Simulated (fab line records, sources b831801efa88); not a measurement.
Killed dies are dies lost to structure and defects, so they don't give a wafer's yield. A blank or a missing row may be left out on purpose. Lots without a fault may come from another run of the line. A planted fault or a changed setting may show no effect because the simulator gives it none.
fab line records | flow sky130
record lots=24 wafers=72 last_day=50
route steps=708 shown FIELD_ISO@17 NWELL@67 LI_CONTACT@386 LOCAL_INTERCONNECT@402 METAL1@435
lots that met no fault: from a run of the same line without faults
start_h: hours from the record's first day to the start of the lot's first wafer shown | wait_h: hours since the lot's step before | " the same as in the row above | L1.1+2: a row that stands for several wafers | - no value, or no start given | * or withheld: withheld | < > ~ a bound
route shown NAME@n: a module of which the file shows steps, and the number in the route of the first | usual: mean/standard deviation of fault-free wafers | same: alike in all rows | chamber/n: place in a boat | sites: the reading at each site | _std_site: their standard deviation | _edge_site: outer sites' mean less inner sites' | radius_mm: how far each site lies from the wafer's centre | mask NAME#n: copy n | behind: the tool/chamber that last shaped the wafer | hold: why the lot was held/for how many hours/how that ended | device: the transistor (n, p or np) that didn't switch | end of line: the same wafers' tests at the end of the route | a step without rows: its recipe alone | killed: dies lost to structure and defects at the first sort, not the wafer's yield | map: a wafer's dies, x killed, . not, _ none there
set.NAME: the setting as run; set.NAME@STEP: as run at that earlier step | model.NAME: the simulator's own value behind a step, which no gauge read
steps of the route over a sample of lots; a table a step, a row a wafer
services: from which hour (start_h, from the record's first day; less than 0 if before it) a tool's chamber was out of use, for how many hours, and why
## steps
# step SKY_FIELD_ISO_STRIP_16
# recipe chemistry=O2/N2 power_w=1400 pressure_mtorr=1500 platen_temp_c=withheld o2_flow_sccm=3000 n2_flow_sccm=300 overash_fraction=0.5
# usual drypump_motor_current_A=5.59/0.29 oes_product_au=0.379/0.0043 strip_time_to_endpoint_s=3.569/0.028
# columns lot.wafer tool chamber start_h wait_h drypump_motor_current_A oes_product_au rf_hours_counter_h strip_time_to_endpoint_s
L074.2 plasma_asher-01 1 31.08 0.0 5.77 0.371 36 3.564
L074.3 " 1 " " 5.75 0.381 - 3.583
L074.6 " 0 " " 5.50 0.372 - 3.556
L075.1 plasma_asher-01 1 36.29 0.0 5.76 0.378 36 3.536
L075.2 " 0 " " 5.47 0.377 36 3.561
L075.5 " 1 " " 5.77 0.383 - 3.512
L076.1 plasma_asher-01 0 40.81 0.0 5.47 0.379 37 3.631
L076.2 " 1 " " 5.78 0.385 37 3.615
L076.6 " 0 " " 5.46 0.384 - 3.646
L077.1 plasma_asher-02 1 44.79 0.0 5.90 0.379 36 3.605
L077.4 " 0 " " 5.21 0.383 - 3.599
L077.5 " 1 " " 5.93 0.386 - 3.610
L078.2 plasma_asher-01 1 50.33 0.0 5.75 0.383 37 3.569
L078.5 " 1 " " 5.75 0.378 - 3.558
L078.6 " 0 " " 5.49 0.381 - 3.581
L079.3 plasma_asher-04 0 54.73 0.1 5.34 0.381 - 3.579
L079.4 " 1 " " 5.91 0.375 - 3.577
L079.6 " 0 " " 5.34 0.376 - 3.565
L080.1 plasma_asher-01 0 60.49 0.0 5.45 0.371 39 3.581
L080.5 " 0 " " 5.46 0.385 - 3.586
L080.6 " 1 " " 5.74 0.385 - 3.578
L081.1 plasma_asher-02 0 64.56 0.0 5.18 0.390 38 3.582
L081.4 " 0 " " 5.18 0.377 - 3.595
L081.6 " 0 " " 5.18 0.385 - 3.541
L082.2 plasma_asher-04 1 72.99 0.0 5.89 0.370 26 3.563
L082.3 " 1 " " 5.87 0.373 - 3.583
L082.5 " 1 " " 5.89 0.376 - 3.580
L083.1 plasma_asher-02 0 76.01 0.0 5.18 0.379 39 3.529
L083.2 " 1 " " 5.90 0.376 39 3.503
L083.6 " 1 " " 5.90 0.387 - 3.485
L084.3 plasma_asher-04 1 80.75 0.1 5.91 0.372 - 3.601
L084.5 " 1 " " 5.90 0.372 - 3.545
L084.6 " 0 " " 5.33 0.377 - 3.553
L085.2 plasma_asher-04 1 86.61 0.0 5.92 0.384 27 3.543
L085.4 " 1 " " 5.91 0.383 - 3.595
L085.5 " 0 " " 5.34 0.380 - 3.599
L086.3 plasma_asher-02 1 91.87 0.1 5.93 0.374 - 3.585
L086.4 " 0 " " 5.19 0.379 - 3.573
L086.6 " 0 " " 5.19 0.371 - 3.545
L087.2 plasma_asher-01 1 99.49 0.0 5.75 0.378 42 3.578
L087.3 " 1 " " 5.75 0.371 - 3.580
L087.6 " 0 " " 5.46 0.377 - 3.618
L088.1 plasma_asher-04 0 103.06 0.0 5.35 0.380 29 3.587
L088.2 " 1 " " 5.93 0.375 29 3.557
L088.5 " 1 " " 5.91 0.387 - 3.556
L089.1 plasma_asher-02 0 108.79 0.0 5.16 0.381 42 3.599
L089.4 " 1 " " 5.97 0.375 - 3.546
L089.6 " 1 " " 5.97 0.376 - 3.589
L090.4 plasma_asher-02 0 113.32 0.1 5.21 0.376 - 3.537
L090.5 " 1 " " 5.94 0.376 - 3.552
L090.6 " 0 " " 5.21 0.377 - 3.577
L091.2 plasma_asher-04 1 117.31 0.0 5.89 0.380 30 3.555
L091.5 " 1 " " 5.92 0.380 - 3.520
L091.6 " 0 " " 5.35 0.381 - 3.567
L092.3 plasma_asher-01 0 124.00 0.1 5.49 0.375 - 3.616
L092.4 " 1 " " 5.74 0.380 - 3.609
L092.5 " 1 " " 5.72 0.387 - 3.565
L093.2 plasma_asher-02 0 127.66 0.0 5.20 0.377 45 3.544
L093.4 " 0 " " 5.16 0.377 - 3.574
L093.6 " 0 " " 5.21 0.375 - 3.552
L094.2 plasma_asher-02 1 133.13 0.0 5.89 0.381 45 3.564
L094.5 " 1 " " 5.95 0.375 - 3.541
L094.6 " 0 " " 5.18 0.379 - 3.563
L095.1 plasma_asher-04 0 138.89 0.0 5.34 0.380 32 3.542
L095.4 " 0 " " 5.35 0.376 - 3.536
L095.5 " 1 " " 5.91 0.378 - 3.550
L096.3 plasma_asher-02 0 143.77 0.1 5.20 0.389 - 3.520
L096.4 " 1 " " 5.91 0.378 - 3.534
L096.6 " 1 " " 5.90 0.373 - 3.585
L097.1 plasma_asher-04 0 148.21 0.0 5.36 0.381 33 3.621
L097.4 " 0 " " 5.34 0.381 - 3.628
L097.5 " 1 " " 5.93 0.387 - 3.595
# step SKY_NWELL_STRIP_14
# recipe chemistry=O2/N2 power_w=1400 pressure_mtorr=1500 platen_temp_c=withheld o2_flow_sccm=3000 n2_flow_sccm=300 overash_fraction=0.5
# usual drypump_motor_current_A=5.9/0.53 oes_product_au=0.722/0.0042 strip_time_to_endpoint_s=36.95/0.12
# columns lot.wafer tool chamber start_h wait_h drypump_motor_current_A oes_product_au rf_hours_counter_h strip_time_to_endpoint_s
L074.2 plasma_asher-02 0 86.45 0.1 5.2 0.722 40 36.72
L074.3 " 1 " " 5.9 0.723 - 36.74
L074.6 " 1 " " 6.0 0.720 - 36.87
L075.1 plasma_asher-01 1 94.50 0.1 5.8 0.719 42 36.92
L075.2 " 0 " " 5.5 0.721 42 36.97
L075.5 " 1 " " 5.8 0.725 - 37.09
L076.1 plasma_asher-03 0 100.23 0.1 6.7 0.729 40 36.96
L076.2 " 1 " " 5.8 0.727 40 36.95
L076.6 " 0 " " 6.7 0.723 - 36.94
L077.1 plasma_asher-03 0 106.62 0.1 6.7 0.726 41 37.03
L077.4 " 1 " " 5.8 0.733 - 37.13
L077.5 " 1 " " 5.8 0.727 - 37.10
L078.2 plasma_asher-03 1 109.35 0.1 5.8 0.723 41 37.04
L078.5 " 1 " " 5.8 0.724 - 36.94
L078.6 " 0 " " 6.7 0.727 - 36.94
L079.3 plasma_asher-03 1 116.11 0.1 5.8 0.726 - 37.03
L079.4 " 0 " " 6.7 0.726 - 37.17
L079.6 " 1 " " 5.8 0.724 - 37.16
L080.1 plasma_asher-02 1 120.68 0.1 5.9 0.722 44 37.01
L080.5 " 0 " " 5.2 0.728 - 37.13
L080.6 " 1 " " 5.9 0.718 - 37.17
L081.1 plasma_asher-03 1 125.80 0.1 5.8 0.721 43 36.97
L081.4 " 1 " " 5.8 0.716 - 37.09
L081.6 " 0 " " 6.7 0.724 - 37.12
L082.2 plasma_asher-01 1 137.63 0.1 5.8 0.718 2 37.06
L082.3 " 0 " " 5.5 0.724 - 37.07
L082.5 " 1 " " 5.8 0.721 - 37.05
L083.1 plasma_asher-02 0 140.19 0.1 5.2 0.726 46 36.92
L083.2 " 1 " " 5.9 0.714 46 36.86
L083.6 " 0 " " 5.2 0.723 - 36.84
L084.3 plasma_asher-02 0 147.06 0.1 5.2 0.726 - 36.99
L084.5 " 0 " " 5.2 0.722 - 36.82
L084.6 " 1 " " 5.9 0.728 - 36.95
L085.2 plasma_asher-01 0 151.42 0.1 5.5 0.718 3 36.91
L085.4 " 1 " " 5.8 0.713 - 36.85
L085.5 " 0 " " 5.5 0.719 - 36.91
L086.3 plasma_asher-02 0 157.48 0.1 5.2 0.717 - 36.89
L086.4 " 1 " " 5.9 0.727 - 36.91
L086.6 " 1 " " 5.9 0.725 - 36.76
L087.2 plasma_asher-02 0 165.18 0.1 5.2 0.728 49 36.77
L087.3 " 0 " " 5.2 0.725 - 36.86
L087.6 " 0 " " 5.2 0.726 - 36.88
L088.1 plasma_asher-02 0 170.62 0.1 5.2 0.721 49 37.02
L088.2 " 1 " " 5.9 0.719 49 37.08
L088.5 " 1 " " 5.9 0.717 - 37.13
L089.1 plasma_asher-03 0 176.42 0.1 6.8 0.730 48 36.83
L089.4 " 0 " " 6.7 0.727 - 37.02
L089.6 " 1 " " 5.8 0.726 - 36.87
L090.4 plasma_asher-03 0 179.86 0.1 6.8 0.717 - 36.97
L090.5 " 0 " " 6.7 0.721 - 36.96
L090.6 " 1 " " 5.8 0.730 - 36.98
L091.2 plasma_asher-02 1 184.23 0.1 5.9 0.716 51 36.89
L091.5 " 1 " " 5.9 0.726 - 36.75
L091.6 " 0 " " 5.2 0.725 - 36.86
L092.3 plasma_asher-03 0 191.35 0.1 6.7 0.724 - 36.76
L092.4 " 1 " " 5.8 0.721 - 36.91
L092.5 " 1 " " 5.8 0.723 - 36.91
L093.2 plasma_asher-02 1 199.02 0.1 5.9 0.730 52 36.90
L093.4 " 0 " " 5.2 0.718 - 36.74
L093.6 " 1 " " 5.9 0.717 - 36.82
L094.2 plasma_asher-03 1 205.48 0.1 5.8 0.716 51 36.85
L094.5 " 1 " " 5.8 0.727 - 36.86
L094.6 " 0 " " 6.7 0.717 - 36.88
L095.1 plasma_asher-02 1 216.55 0.1 5.9 0.720 53 36.82
L095.4 " 1 " " 5.9 0.719 - 36.93
L095.5 " 0 " " 5.2 0.720 - 36.95
L096.3 plasma_asher-03 0 222.76 0.1 6.8 0.730 - 37.06
L096.4 " 1 " " 5.8 0.721 - 37.13
L096.6 " 0 " " 6.8 0.726 - 37.21
L097.1 plasma_asher-02 1 225.60 0.1 5.9 0.726 54 37.08
L097.4 " 0 " " 5.2 0.722 - 37.00
L097.5 " 1 " " 5.9 0.724 - 36.95
# step SKY_NWELL_STRIP_25
# recipe chemistry=O2/N2 power_w=1400 pressure_mtorr=1500 platen_temp_c=withheld o2_flow_sccm=3000 n2_flow_sccm=300 overash_fraction=0.5
# usual drypump_motor_current_A=5.9/0.52 oes_product_au=0.722/0.0045 strip_time_to_endpoint_s=36.59/0.089
# columns lot.wafer tool chamber start_h wait_h drypump_motor_current_A oes_product_au rf_hours_counter_h strip_time_to_endpoint_s
L074.2 plasma_asher-03 0 104.77 0.1 6.8 0.724 41 36.70
L074.3 " 0 " " 6.7 0.732 - 36.64
L074.6 " 1 " " 5.8 0.722 - 36.61
L075.1 plasma_asher-03 0 112.77 0.1 6.8 0.725 42 36.68
L075.2 " 1 " " 5.8 0.721 42 36.53
L075.5 " 0 " " 6.7 0.723 - 36.76
L076.1 plasma_asher-01 0 119.08 0.1 5.5 0.723 0 36.55
L076.2 " 1 " " 5.7 0.723 0 36.60
L076.6 " 1 " " 5.8 0.730 - 36.50
L077.1 plasma_asher-02 1 125.68 0.1 5.9 0.726 45 36.71
L077.4 " 0 " " 5.2 0.723 - 36.71
L077.5 " 0 " " 5.2 0.727 - 36.71
L078.2 plasma_asher-02 1 128.50 0.1 5.9 0.717 45 36.61
L078.5 " 1 " " 5.9 0.722 - 36.59
L078.6 " 0 " " 5.2 0.721 - 36.61
L079.3 plasma_asher-02 0 135.23 0.1 5.2 0.732 - 36.52
L079.4 " 1 " " 5.9 0.722 - 36.58
L079.6 " 0 " " 5.2 0.728 - 36.51
L080.1 plasma_asher-03 0 139.85 0.1 6.7 0.714 44 36.73
L080.5 " 1 " " 5.8 0.718 - 36.73
L080.6 " 0 " " 6.7 0.726 - 36.75
L081.1 plasma_asher-03 1 145.13 0.1 5.8 0.730 45 36.41
L081.4 " 1 " " 5.8 0.722 - 36.40
L081.6 " 0 " " 6.7 0.724 - 36.40
L082.2 plasma_asher-03 0 157.48 0.1 6.8 0.725 46 36.64
L082.3 " 1 " " 5.8 0.725 - 36.54
L082.5 " 0 " " 6.8 0.731 - 36.63
L083.1 plasma_asher-03 1 160.03 0.1 5.8 0.723 46 36.64
L083.2 " 0 " " 6.7 0.730 46 36.50
L083.6 " 0 " " 6.7 0.721 - 36.62
L084.3 plasma_asher-02 0 167.63 0.1 5.2 0.729 - 36.57
L084.5 " 1 " " 5.9 0.720 - 36.67
L084.6 " 0 " " 5.2 0.724 - 36.51
L085.2 plasma_asher-01 0 171.78 0.1 5.5 0.715 5 36.56
L085.4 " 1 " " 5.8 0.729 - 36.50
L085.5 " 1 " " 5.8 0.717 - 36.51
L086.3 plasma_asher-01 0 178.68 0.1 5.5 0.726 - 36.49
L086.4 " 1 " " 5.7 0.722 - 36.55
L086.6 " 1 " " 5.7 0.719 - 36.61
L087.2 plasma_asher-02 1 186.78 0.1 5.9 0.722 51 36.54
L087.3 " 0 " " 5.2 0.732 - 36.66
L087.6 " 1 " " 5.9 0.725 - 36.58
L088.1 plasma_asher-02 1 191.85 0.1 5.9 0.728 51 36.61
L088.2 " 0 " " 5.2 0.720 51 36.51
L088.5 " 0 " " 5.2 0.720 - 36.54
L089.1 plasma_asher-03 0 198.38 0.1 6.7 0.723 50 36.59
L089.4 " 1 " " 5.8 0.723 - 36.56
L089.6 " 0 " " 6.7 0.714 - 36.56
L090.4 plasma_asher-02 1 201.35 0.1 5.9 0.725 - 36.69
L090.5 " 0 " " 5.2 0.721 - 36.59
L090.6 " 1 " " 5.9 0.716 - 36.65
L091.2 plasma_asher-02 1 205.83 0.1 5.9 0.723 52 36.70
L091.5 " 1 " " 5.9 0.723 - 36.61
L091.6 " 0 " " 5.2 0.723 - 36.68
L092.3 plasma_asher-01 0 214.10 0.1 5.5 0.718 - 36.61
L092.4 " 1 " " 5.7 0.727 - 36.68
L092.5 " 0 " " 5.5 0.718 - 36.64
L093.2 plasma_asher-03 0 222.08 0.1 6.8 0.720 52 36.43
L093.4 " 1 " " 5.8 0.720 - 36.44
L093.6 " 0 " " 6.7 0.716 - 36.49
L094.2 plasma_asher-03 0 228.70 0.1 6.7 0.720 53 36.54
L094.5 " 0 " " 6.8 0.722 - 36.55
L094.6 " 1 " " 5.8 0.727 - 36.68
L095.1 plasma_asher-03 0 239.45 0.1 6.7 0.725 54 36.63
L095.4 " 0 " " 6.7 0.718 - 36.52
L095.5 " 1 " " 5.8 0.717 - 36.58
L096.3 plasma_asher-01 0 247.10 0.1 5.5 0.733 - 36.55
L096.4 " 1 " " 5.8 0.716 - 36.60
L096.6 " 0 " " 5.5 0.722 - 36.54
L097.1 plasma_asher-03 0 250.01 0.1 6.8 0.728 55 36.65
L097.4 " 1 " " 5.8 0.721 - 36.66
L097.5 " 0 " " 6.7 0.726 - 36.76
# step SKY_LI_CONTACT_CMP_24
# recipe stop_on=PSG t_overpolish_s=20 down_force_psi=3.5 platen_rpm=60 target_thk_nm=0 pad_velocity_m_s=0.94248
# usual motor_current_A=10.9/0.77 overpolish_run_s=20.000/0.0087 time_to_endpoint_s=99/3.1
# columns lot.wafer tool chamber start_h wait_h motor_current_A overpolish_run_s time_to_endpoint_s
L074.2 cmp-02 0 679.94 0.1 10.9 19.996 104
L074.3 " 1 " " 10.6 19.991 100
L074.6 " 3 " " 9.4 19.994 100
L075.1 cmp-01 1 691.21 0.1 11.1 19.999 98
L075.2 " 0 " " 11.3 19.990 101
L075.5 " 1 " " 11.2 19.990 102
L076.1 cmp-02 1 709.35 0.1 10.7 20.003 98
L076.2 " 0 " " 10.1 19.984 101
L076.6 " 2 " " 12.3 19.998 97
L077.1 cmp-01 0 714.89 0.1 11.3 20.008 101
L077.4 " 3 " " 10.8 20.015 101
L077.5 " 0 " " 11.0 20.002 99
L078.2 cmp-02 0 718.49 0.2 10.7 19.994 107
L078.5 " 1 " " 11.0 20.009 101
L078.6 " 2 " " 12.1 20.004 101
L079.4 cmp-01 3 726.06 0.1 11.4 20.003 99
L079.3 " 0 " " 11.4 20.007 98
L079.6 " 3 " " 11.5 20.008 101
L080.1 cmp-01 0 735.21 0.1 10.7 20.004 98
L080.6 " 3 " " 10.4 19.989 101
L080.5 " 0 " " 11.8 20.015 98
L081.4 cmp-02 0 738.20 0.1 11.4 20.003 103
L081.1 " 2 " " 11.9 19.998 102
L081.6 " 3 " " 9.4 20.010 99
L083.1 cmp-02 2 759.81 0.1 12.5 19.994 100
L083.2 " 3 " " 9.1 19.989 98
L083.6 " 2 " " 12.2 19.997 99
L082.3 cmp-02 0 760.58 0.1 11.2 19.998 104
L082.2 " 1 " " 10.9 20.001 97
L082.5 " 2 " " 11.4 19.997 98
L084.3 cmp-02 2 767.96 0.1 11.9 20.006 103
L084.5 " 0 " " 11.2 19.990 103
L084.6 " 1 " " 11.1 19.993 103
L085.2 cmp-01 0 776.50 0.0 11.2 20.000 98
L085.4 " 1 " " 10.6 20.015 96
L085.5 " 0 " " 11.6 19.998 96
L086.3 cmp-02 3 794.81 0.0 9.4 20.005 94
L086.4 " 2 " " 12.2 19.993 98
L086.6 " 3 " " 9.6 20.010 95
L087.2 cmp-02 2 796.91 0.0 11.4 20.003 102
L087.3 " 0 " " 11.1 19.991 107
L087.6 " 2 " " 11.5 20.009 102
L088.2 cmp-02 1 798.26 0.1 10.0 19.990 96
L088.1 " 2 " " 12.3 20.001 101
L088.5 " 0 " " 11.3 20.009 107
L089.4 cmp-02 2 800.35 0.0 12.1 20.004 101
L089.1 " 1 " " 10.6 20.001 100
L089.6 " 3 " " 9.6 20.001 102
L090.4 cmp-02 1 814.15 0.2 10.5 19.989 99
L090.5 " 2 " " 12.2 19.991 100
L090.6 " 3 " " 9.7 19.999 99
L091.2 cmp-01 0 815.06 0.0 11.0 20.007 97
L091.5 " 0 " " 11.2 19.983 98
L091.6 " 1 " " 11.7 19.990 98
L092.3 cmp-01 0 819.16 0.1 11.7 20.001 100
L092.4 " 1 " " 11.4 20.002 95
L092.5 " 3 " " 10.7 19.998 98
L093.2 cmp-02 0 834.63 0.1 11.2 20.012 104
L093.4 " 1 " " 10.5 19.999 95
L093.6 " 3 " " 10.2 20.008 100
L094.2 cmp-01 3 841.22 0.1 10.6 19.991 100
L094.6 " 1 " " 11.5 20.015 101
L094.5 " 2 " " 11.1 20.012 100
L095.4 cmp-01 2 853.36 0.0 11.0 20.000 96
L095.1 " 3 " " 11.1 19.998 98
L095.5 " 2 " " 11.2 19.987 96
L096.3 cmp-02 2 859.19 0.1 11.4 19.986 102
L096.4 " 3 " " 9.8 19.988 98
L096.6 " 0 " " 10.8 19.994 101
L097.4 cmp-01 1 861.90 0.1 11.7 20.007 92
L097.1 " 2 " " 11.5 20.001 93
L097.5 " 1 " " 10.8 20.013 97
# step SKY_LOCAL_INTERCONNECT_STRIP_15
# recipe chemistry=O2/N2 power_w=1400 pressure_mtorr=1500 platen_temp_c=withheld o2_flow_sccm=3000 n2_flow_sccm=300 overash_fraction=0.5
# usual drypump_motor_current_A=5.9/0.5 oes_product_au=0.426/0.0044 strip_time_to_endpoint_s=4.719/0.022
# columns lot.wafer tool chamber start_h wait_h drypump_motor_current_A oes_product_au rf_hours_counter_h strip_time_to_endpoint_s
L074.2 plasma_asher-01 0 709.16 0.0 5.5 0.425 58 4.730
L074.3 " 1 " " 5.8 0.430 - 4.711
L074.6 " 1 " " 5.8 0.427 - 4.731
L075.1 plasma_asher-01 0 719.43 0.0 5.4 0.425 59 4.699
L075.2 " 1 " " 5.7 0.420 59 4.723
L075.5 " 0 " " 5.5 0.423 - 4.711
L076.1 plasma_asher-03 0 737.29 0.0 6.7 0.434 30 4.766
L076.2 " 1 " " 5.8 0.430 30 4.731
L076.6 " 0 " " 6.7 0.423 - 4.766
L077.1 plasma_asher-01 0 743.63 0.0 5.5 0.426 62 4.726
L077.4 " 0 " " 5.5 0.426 - 4.749
L077.5 " 0 " " 5.5 0.417 - 4.724
L078.2 plasma_asher-02 1 746.66 0.0 5.9 0.426 0 4.686
L078.5 " 1 " " 5.9 0.420 - 4.711
L078.6 " 0 " " 5.2 0.422 - 4.704
L079.3 plasma_asher-01 1 754.27 0.1 5.8 0.429 - 4.716
L079.4 " 0 " " 5.5 0.422 - 4.707
L079.6 " 0 " " 5.5 0.418 - 4.716
L080.1 plasma_asher-03 1 763.38 0.0 5.8 0.422 33 4.714
L080.5 " 1 " " 5.8 0.423 - 4.720
L080.6 " 0 " " 6.8 0.425 - 4.712
L081.1 plasma_asher-03 1 766.50 0.1 5.8 0.422 33 4.763
L081.4 " 0 " " 6.7 0.427 - 4.735
L081.6 " 1 " " 5.8 0.428 - 4.761
L083.1 plasma_asher-01 1 787.57 0.0 5.8 0.432 66 4.714
L083.2 " 0 " " 5.5 0.428 66 4.729
L083.6 " 1 " " 5.8 0.426 - 4.725
L082.2 plasma_asher-03 1 788.13 0.1 5.8 0.418 35 4.694
L082.3 " 0 " " 6.8 0.427 - 4.731
L082.5 " 1 " " 5.8 0.424 - 4.705
L084.3 plasma_asher-02 0 795.62 0.1 5.2 0.424 - 4.690
L084.5 " 0 " " 5.2 0.422 - 4.698
L084.6 " 1 " " 5.9 0.417 - 4.702
L085.2 plasma_asher-03 1 803.99 0.0 5.8 0.434 37 4.730
L085.4 " 1 " " 5.8 0.432 - 4.718
L085.5 " 0 " " 6.7 0.427 - 4.722
L086.3 plasma_asher-01 1 822.90 0.1 5.8 0.429 - 4.712
L086.4 " 0 " " 5.5 0.428 - 4.716
L086.6 " 0 " " 5.5 0.426 - 4.720
L087.2 plasma_asher-02 1 824.64 0.0 5.9 0.425 8 4.710
L087.3 " 1 " " 5.9 0.433 - 4.726
L087.6 " 1 " " 5.9 0.427 - 4.698
L088.1 plasma_asher-02 0 825.81 0.0 5.2 0.432 8 4.709
L088.2 " 1 " " 5.9 0.424 8 4.713
L088.5 " 1 " " 5.9 0.423 - 4.692
L089.1 plasma_asher-03 0 827.94 0.0 6.8 0.427 39 4.739
L089.4 " 1 " " 5.8 0.423 - 4.750
L089.6 " 1 " " 5.8 0.423 - 4.756
L090.4 plasma_asher-02 0 841.67 0.1 5.2 0.441 - 4.727
L090.5 " 1 " " 5.9 0.424 - 4.724
L090.6 " 0 " " 5.2 0.433 - 4.732
L091.2 plasma_asher-01 0 842.99 0.0 5.5 0.424 71 4.697
L091.5 " 0 " " 5.5 0.424 - 4.696
L091.6 " 1 " " 5.8 0.421 - 4.686
L092.3 plasma_asher-01 1 846.60 0.1 5.7 0.432 - 4.679
L092.4 " 0 " " 5.5 0.435 - 4.715
L092.5 " 1 " " 5.7 0.429 - 4.708
L093.2 plasma_asher-03 0 860.94 0.0 6.7 0.423 43 4.714
L093.4 " 1 " " 5.8 0.427 - 4.685
L093.6 " 1 " " 5.8 0.422 - 4.713
L094.2 plasma_asher-03 1 867.64 0.0 5.8 0.425 43 4.664
L094.5 " 0 " " 6.8 0.421 - 4.681
L094.6 " 1 " " 5.9 0.431 - 4.703
L095.1 plasma_asher-03 0 880.49 0.0 6.8 0.429 45 4.769
L095.4 " 0 " " 6.8 0.428 - 4.728
L095.5 " 0 " " 6.8 0.424 - 4.734
L096.3 plasma_asher-02 1 886.22 0.1 5.9 0.423 - 4.769
L096.4 " 0 " " 5.2 0.431 - 4.737
L096.6 " 1 " " 5.9 0.422 - 4.753
L097.1 plasma_asher-03 1 889.09 0.0 5.8 0.431 46 4.756
L097.4 " 1 " " 5.8 0.426 - 4.759
L097.5 " 1 " " 5.8 0.429 - 4.749
# step SKY_METAL1_SPUTTER_01
# recipe material=TiN target_thk_nm=20 power_w=6500 time_s=16.7 chamber_pressure_pa=0.4
# usual cathode_dc_power_W=6500.0/1.2 chamber_pressure_pa=0.4000/0.00087 throttle_valve_pct=30.3/0.91
# columns lot.wafer tool chamber start_h wait_h cathode_dc_power_W chamber_pressure_pa throttle_valve_pct
L074.2 pvd_sputter-01 - 739.87 0.0 6499.6 0.4005 30.2
L074.3 " - " " 6498.4 0.4004 31.4
L074.6 " - " " 6500.2 0.4007 30.3
L075.1 pvd_sputter-04 - 750.69 0.0 6499.9 0.4001 31.4
L075.2 " - " " 6498.1 0.4007 28.2
L075.5 " - " " 6498.7 0.4013 28.0
L076.1 pvd_sputter-02 - 767.22 0.0 6499.0 0.3995 31.2
L076.2 " - " " 6501.2 0.3990 29.5
L076.6 " - " " 6501.8 0.4004 30.6
L077.1 pvd_sputter-04 - 773.62 0.0 6498.6 0.4007 28.4
L077.4 " - " " 6501.2 0.3995 31.4
L077.5 " - " " 6499.7 0.4001 30.4
L078.2 pvd_sputter-01 - 776.35 0.0 6501.8 0.4011 29.6
L078.5 " - " " 6499.8 0.3997 29.5
L078.6 " - " " 6501.5 0.3997 29.5
L079.3 pvd_sputter-01 - 783.40 0.0 6500.7 0.4018 31.4
L079.4 " - " " 6500.1 0.3990 29.2
L079.6 " - " " 6498.4 0.4007 29.8
L080.1 pvd_sputter-04 - 793.15 0.0 6498.8 0.4004 28.3
L080.5 " - " " 6501.2 0.3999 28.4
L080.6 " - " " 6499.6 0.4008 31.7
L081.1 pvd_sputter-02 - 796.14 0.0 6498.3 0.4014 31.3
L081.4 " - " " 6499.9 0.3996 30.7
L081.6 " - " " 6497.9 0.4004 30.8
L083.1 pvd_sputter-01 - 816.98 0.0 6499.8 0.3994 30.0
L083.2 " - " " 6499.7 0.4004 29.5
L083.6 " - " " 6501.1 0.4001 31.3
L082.2 pvd_sputter-02 - 817.88 0.0 6500.7 0.3992 30.7
L082.3 " - " " 6500.5 0.4010 31.1
L082.5 " - " " 6501.1 0.3984 31.2
L084.3 pvd_sputter-04 - 825.45 0.0 6498.5 0.3998 28.3
L084.5 " - " " 6499.2 0.3987 31.3
L084.6 " - " " 6501.4 0.4001 28.4
L085.2 pvd_sputter-01 - 832.86 0.0 6500.7 0.3986 29.4
L085.4 " - " " 6498.9 0.4009 29.4
L085.5 " - " " 6500.1 0.3996 29.6
L086.3 pvd_sputter-02 - 852.03 0.0 6501.0 0.4000 30.7
L086.4 " - " " 6501.7 0.3999 31.5
L086.6 " - " " 6503.7 0.4001 31.0
L087.2 pvd_sputter-01 - 853.56 0.0 6500.1 0.4015 31.5
L087.3 " - " " 6501.6 0.3988 29.5
L087.6 " - " " 6499.0 0.3997 30.2
L088.1 pvd_sputter-04 - 855.00 0.0 6499.7 0.3997 27.9
L088.2 " - " " 6500.8 0.3995 31.3
L088.5 " - " " 6500.9 0.3998 31.2
L089.1 pvd_sputter-02 - 857.57 0.0 6500.3 0.4003 30.0
L089.4 " - " " 6502.4 0.3990 29.4
L089.6 " - " " 6500.4 0.3994 29.9
L090.4 pvd_sputter-02 - 870.84 0.0 6499.7 0.4005 30.0
L090.5 " - " " 6501.7 0.4013 31.3
L090.6 " - " " 6497.5 0.4004 29.6
L091.2 pvd_sputter-01 - 872.18 0.0 6499.9 0.3996 29.5
L091.5 " - " " 6500.4 0.4004 30.2
L091.6 " - " " 6499.8 0.4005 29.4
L092.3 pvd_sputter-02 - 875.42 0.0 6499.5 0.3994 31.3
L092.4 " - " " 6499.3 0.4005 29.5
L092.5 " - " " 6502.4 0.3991 31.1
L093.2 pvd_sputter-01 - 889.73 0.0 6499.6 0.3989 29.4
L093.4 " - " " 6500.1 0.4011 29.4
L093.6 " - " " 6500.3 0.4003 29.4
L094.2 pvd_sputter-04 - 896.93 0.0 6500.9 0.4013 31.2
L094.5 " - " " 6501.5 0.3996 31.3
L094.6 " - " " 6501.1 0.4000 30.6
L095.1 pvd_sputter-04 - 909.49 0.0 6498.0 0.4002 31.1
L095.4 " - " " 6498.5 0.4001 28.4
L095.5 " - " " 6499.4 0.3994 31.3
L096.3 pvd_sputter-01 - 915.02 0.0 6501.7 0.3987 29.6
L096.4 " - " " 6499.5 0.4001 29.9
L096.6 " - " " 6497.9 0.3983 29.4
L097.1 pvd_sputter-02 - 917.17 0.0 6499.7 0.4004 31.0
L097.4 " - " " 6501.5 0.4001 30.7
L097.5 " - " " 6499.5 0.4008 31.3
## services
# columns tool chamber start_h hours kind
cmp-02 - 31.04 6.2 pm
cmp-02 - 64.00 4.0 pm
plasma_asher-03 - 67.24 1.5 repair
plasma_asher-01 - 73.31 2.8 pm
plasma_asher-03 - 73.56 1.5 repair
plasma_asher-01 - 108.75 9.0 pm
cmp-02 - 114.52 0.3 repair
plasma_asher-02 - 179.54 0.7 repair
plasma_asher-02 - 187.27 2.8 pm
plasma_asher-01 - 240.21 0.8 repair
plasma_asher-03 - 421.25 9.0 pm
plasma_asher-01 - 459.42 1.8 repair
plasma_asher-03 - 514.66 2.8 pm
plasma_asher-02 - 606.63 0.4 repair
plasma_asher-01 - 631.41 4.5 repair
plasma_asher-02 - 678.21 2.9 repair
plasma_asher-02 - 733.75 9.0 pm
plasma_asher-03 - 741.45 3.0 repair
plasma_asher-02 - 775.72 0.8 repair
plasma_asher-01 - 801.73 1.7 repair
plasma_asher-02 - 823.45 1.0 repair
plasma_asher-01 - 851.04 1.6 repair
plasma_asher-02 - 858.89 6.4 repair
plasma_asher-01 - 905.07 11.0 repair
## key
fault none
